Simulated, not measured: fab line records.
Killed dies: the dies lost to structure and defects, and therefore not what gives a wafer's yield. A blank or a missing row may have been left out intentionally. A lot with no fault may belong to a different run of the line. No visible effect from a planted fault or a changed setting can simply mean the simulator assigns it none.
Chamber matching    flow sky130    cmp-02 running SKY_VIA1_CMP_02: 4 sister chambers
The step polishes SiO2. 8 wafers are shown with their chamber, then 12 later ones without.

WAFERS WITH THEIR CHAMBER
wafer   chamber  motor_current_A (A)
L091.1  1        10.5
L091.6  2        14.4
L091.2  0        11.0
L091.4  3        12.4
L091.5  3        12.1
L092.2  0        11.2
L092.4  1        11.3
L092.6  2        13.8

WAFERS WHOSE CHAMBER IS MISSING
wafer   motor_current_A (A)
L093.2  10.3
L093.4  14.2
L093.6  12.7
L097.1  11.2
L097.5  11.0
L097.6  11.4
L097.2  12.0
L097.3  14.3
L097.4  10.7
L095.1  15.6
L095.3  12.5
L095.5  11.2

CHAMBER TAKEN BY EACH
wafer   from the rows above           in truth
L093.2  can't be placed: 1 or 0       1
L093.4  2                             2
L093.6  3                             3
L097.1  can't be placed: 0 or 1       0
L097.5  can't be placed: 0 or 1       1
L097.6  can't be placed: 0 or 1 or 3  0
L097.2  can't be placed: 3 or 0       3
L097.3  2                             2
L097.4  can't be placed: 1 or 0       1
L095.1  2                             2
L095.3  3                             3
L095.5  can't be placed: 0 or 1       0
Correct placement for 5 of the 12. Not placeable from these rows: 7 (in 7, the candidates include the true chamber). Wrongly placed: 0.
How it was worked out, from the rows above alone: a wafer's distance from a chamber is the root of the sum, over the readings, of the square of ((its reading less the chamber's mean) divided by the reading's scatter). If the next closest chamber is less than 2 further off than the closest, the wafer can't be placed; otherwise it belongs to the closest. The mean given for a chamber averages the wafers shown for that chamber. The scatter: the root of (the sum of the squares of (reading less its chamber's mean) over the shown wafers, divided by (wafers less chambers)).
